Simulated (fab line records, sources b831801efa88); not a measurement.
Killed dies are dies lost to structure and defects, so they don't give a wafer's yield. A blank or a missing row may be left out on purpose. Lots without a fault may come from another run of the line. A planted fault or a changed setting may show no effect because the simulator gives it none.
Which tool did it? | flow sky130 | 6 lots, 18 wafers sampled, at 3 steps of a route of 708

WHAT THE GAUGES READ, wafer by wafer
SKY_LDD_HVP_TW_MEAS_10.
lot  | measured     | on            | LDD_HVP_TW
L472 | day 23 02:11 | film_metro-02 | 459.7 461.6 462.3
L474 | day 23 23:23 | film_metro-02 | 456.5 459.2 459.6
L477 | day 26 00:55 | film_metro-02 | 461.0 456.1 458.3
L481 | day 26 15:40 | film_metro-03 | 506.6 506.1 507.1 509.6 507.1 511.6
L485 | day 27 20:52 | film_metro-04 | 461.6 461.8 461.1
L491 | day 29 18:20 | film_metro-03 | 453.6 454.3 455.1

WHICH TOOL RAN EACH LOT (tool, then ch and the chambers of the sampled wafers, then the start)
lot  | SKY_NWELL_RTA_28                 | SKY_LDD_HVP_IMPLANT_08
L472 | rtp_anneal-02 ch 0, day 6 03:11  | implanter-01 ch 0, day 23 01:56
L474 | rtp_anneal-02 ch 0, day 6 16:17  | implanter-01 ch 0, day 23 23:10
L477 | rtp_anneal-01 ch 0, day 8 01:27  | implanter-02 ch 0, day 26 00:40
L481 | rtp_anneal-01 ch 0, day 8 11:15  | implanter-02 ch 0, day 26 15:25
L485 | rtp_anneal-01 ch 0, day 9 12:14  | implanter-01 ch 0, day 27 20:38
L491 | rtp_anneal-01 ch 0, day 10 21:55 | implanter-03 ch 0, day 29 18:07
- SKY_NWELL_RTA_28: time 30 s.
- SKY_LDD_HVP_IMPLANT_08

THE ANSWER, worked out from the rows above alone
Rule: what is usual is taken from the lots themselves. Put in order of their means at a reading, lots are off if they are a third of the lots or fewer, leave a main group of 4 or more, and stand apart from it by a gap of 3 or more times the standard deviation of the main group's means; of several such gaps the widest counts. A main group whose means are all the same, to the digits that the tables above print for the reading, isn't used. A lot without any number at a reading at which 4 lots or more have one is off too. The other lots that the step has rows for count as sound.
Off: L481, at SKY_LDD_HVP_TW_MEAS_10 (LDD_HVP_TW). The main group: mean 458.8, standard deviation 2.6.
A tool fits if, at a process step before that reading, it ran every lot that is off, and no sound lot after the first of them. The gauges at SKY_LDD_HVP_TW_MEAS_10 are tried like those tools. One fits: implanter-02 at SKY_LDD_HVP_IMPLANT_08. Its last sound lot is L477 (day 26 00:40), its first lot that is off L481 (day 26 15:25): a fault that began between those two fits.

WHAT THE SIMULATOR HAD PUT IN
Process parameter drift: implanter-02, from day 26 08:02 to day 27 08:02, at SKY_LDD_HVP_IMPLANT_08. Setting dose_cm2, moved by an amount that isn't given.
Lots struck among those shown: L481. The rule above found the same.
